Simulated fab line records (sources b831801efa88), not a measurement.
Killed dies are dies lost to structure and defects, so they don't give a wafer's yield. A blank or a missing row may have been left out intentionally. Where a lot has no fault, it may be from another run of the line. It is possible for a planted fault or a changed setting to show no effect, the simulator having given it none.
Which tool is to blame? | flow sky130 | 11 lots with 33 wafers sampled at 4 steps, on a route of 708 steps

WHAT THE GAUGES READ, wafer by wafer
SKY_SONOS_TUNNEL_OVL_MEAS_08.
lot  | measured     | on         | SONOS_TUNNEL_OVL (nm)
L961 | day 11 11:38 | overlay-02 | -1.1 -2.4 -1.8
L962 | day 11 17:08 | overlay-02 | -1.5 -0.5 -3.4
L963 | day 11 23:11 | overlay-01 | 1.1 1.6 1.8
L964 | day 12 09:32 | overlay-02 | 1.4 1.8 1.8
L969 | day 13 21:31 | overlay-01 | 0.9 1.5 0.5
L972 | day 14 22:29 | overlay-01 | -0.8 -1.4 -1.3
L973 | day 15 04:32 | overlay-01 | -0.1 0.0 0.5
L974 | day 15 10:04 | overlay-02 | -2.8 -3.6 -3.0
L982 | day 18 11:05 | overlay-01 | -3.8 -6.5 -3.4
L983 | day 18 16:10 | overlay-02 | -0.1 -0.9 -1.8
L984 | day 18 20:56 | overlay-02 | 0.7 0.5 0.0

SKY_LDD_HVN_TW_MEAS_10.
lot  | measured     | on           | LDD_HVN_TW
L961 | day 20 11:40 | filmMetro-04 | 1419 1423 1424
L962 | day 20 17:56 | filmMetro-04 | 1428 1419 1424
L963 | day 21 03:24 | filmMetro-01 | 1419 1428 1420
L964 | day 21 11:59 | filmMetro-02 | 1440 1428 1439
L969 | day 23 12:48 | filmMetro-01 | 1420 1418 1426
L972 | day 24 15:14 | filmMetro-01 | 1420 1427 1435
L973 | day 24 17:16 | filmMetro-02 | 1432 1443 1442
L974 | day 24 23:16 | filmMetro-02 | 1438 1433 1437
L982 | day 27 21:16 | filmMetro-01 | 1421 1426 1434
L983 | day 28 02:55 | filmMetro-01 | 1426 1425 1426
L984 | day 28 07:52 | filmMetro-04 | 1412 1418 1414

SKY_SPACER_THK_MEAS_01.
lot  | measured     | on           | SPACER_CVD_00_THK (nm)
L961 | day 23 04:13 | filmMetro-02 | 42.6 42.2 42.1
L962 | day 23 09:32 | filmMetro-03 | 42.5 42.2 42.4
L963 | day 23 17:40 | filmMetro-01 | 42.5 42.8 42.6
L964 | day 24 02:35 | filmMetro-02 | 42.7 42.2 42.5
L969 | day 26 02:31 | filmMetro-03 | 42.9 43.1 43.1
L972 | day 27 04:52 | filmMetro-02 | 39.6 40.0 39.7
L973 | day 27 06:31 | filmMetro-03 | 39.4 39.4 39.3
L974 | day 27 11:44 | filmMetro-02 | 39.9 39.7 39.9
L982 | day 30 06:42 | filmMetro-02 | 43.3 43.1 42.9
L983 | day 30 12:41 | filmMetro-02 | 43.4 43.5 43.5
L984 | day 30 17:13 | filmMetro-03 | 43.0 43.2 43.3

EACH LOT AND THE TOOL THAT RAN IT (in order: tool; ch and the chambers of the sampled wafers; start)
lot  | SKY_SPACER_CVD_00
L961 | lpcvd-02 ch 1, day 23 03:01
L962 | lpcvd-02 ch 0, day 23 08:19
L963 | lpcvd-02 ch 1, day 23 16:28
L964 | lpcvd-02 ch 0, day 24 01:23
L969 | lpcvd-02 ch 1, day 26 01:19
L972 | lpcvd-02 ch 1, day 27 03:40
L973 | lpcvd-02 ch 1, day 27 05:18
L974 | lpcvd-02 ch 1, day 27 10:32
L982 | lpcvd-02 ch 1, day 30 05:29
L983 | lpcvd-02 ch 1, day 30 11:28
L984 | lpcvd-02 ch 0, day 30 15:59
- SKY_SPACER_CVD_00: deposits Si3N4 from DCS/NH3, target thk 43.1 nm, time 740 s.

AS READ BY THE TOOLS THEMSELVES (means over the sampled wafers that have a number; for cases with no such wafer, the mark the record gives instead)
SKY_SPACER_CVD_00.
lot  | tool     | spikeTcLowerC (C) | spikeTcTopC (C) | spikeTcUpperC (C) | susceptorTempC (C)
L961 | lpcvd-02 | 770.6             | 781             | 769.0             | 770.3
L962 | lpcvd-02 | 769.6             | 789             | 770.2             | 770.4
L963 | lpcvd-02 | 771.9             | 782             | 769.1             | 770.0
L964 | lpcvd-02 | 771.5             | 789             | 770.2             | 770.1
L969 | lpcvd-02 | 771.9             | 782             | 769.7             | 769.9
L972 | lpcvd-02 | 767.3             | 778             | 764.5             | 765.9
L973 | lpcvd-02 | 766.9             | 778             | 765.4             | 765.6
L974 | lpcvd-02 | 766.9             | 777             | 765.3             | 765.6
L982 | lpcvd-02 | 772.3             | 782             | 768.8             | 769.9
L983 | lpcvd-02 | 771.5             | 783             | 768.4             | 769.6
L984 | lpcvd-02 | 770.8             | 790             | 770.4             | 770.3

THE ANSWER, worked out from the rows above alone
Rule: the usual values come from the lots themselves. Put in order of their means at a reading, lots are off if they are a third of the lots or fewer, leave a main group of 4 or more, and stand apart from it by a gap of 3 or more times the standard deviation of the main group's means; of several such gaps the widest counts. A main group whose means are all the same, to the digits that the tables above print for the reading, isn't used. A lot without any number at a reading at which 4 lots or more have one is off too. Where the step has rows for the other lots, those lots are counted as sound. After the gauges, taken in route order, come the tools' own readings; for these a lot's mean is taken, as printed above. The first step at which some lot is off is used, and at that step the reading that is off furthest; a lot without a number counts as furthest.
Off: L972, L973, L974, at SKY_SPACER_THK_MEAS_01 (SPACER_CVD_00_THK). Mean 42.8 nm and standard deviation 0.4 in the main group.
A tool fits if, at a process step before that reading, it ran every lot that is off, and no sound lot after the first of them. Not tried: the gauges at SKY_SPACER_THK_MEAS_01; whatever is off there is also off at SKY_SPACER_CVD_00, on other tools, and gauge error can't account for it. Not one of the candidates tried fits.

WHAT THE SIMULATOR HAD INSERTED
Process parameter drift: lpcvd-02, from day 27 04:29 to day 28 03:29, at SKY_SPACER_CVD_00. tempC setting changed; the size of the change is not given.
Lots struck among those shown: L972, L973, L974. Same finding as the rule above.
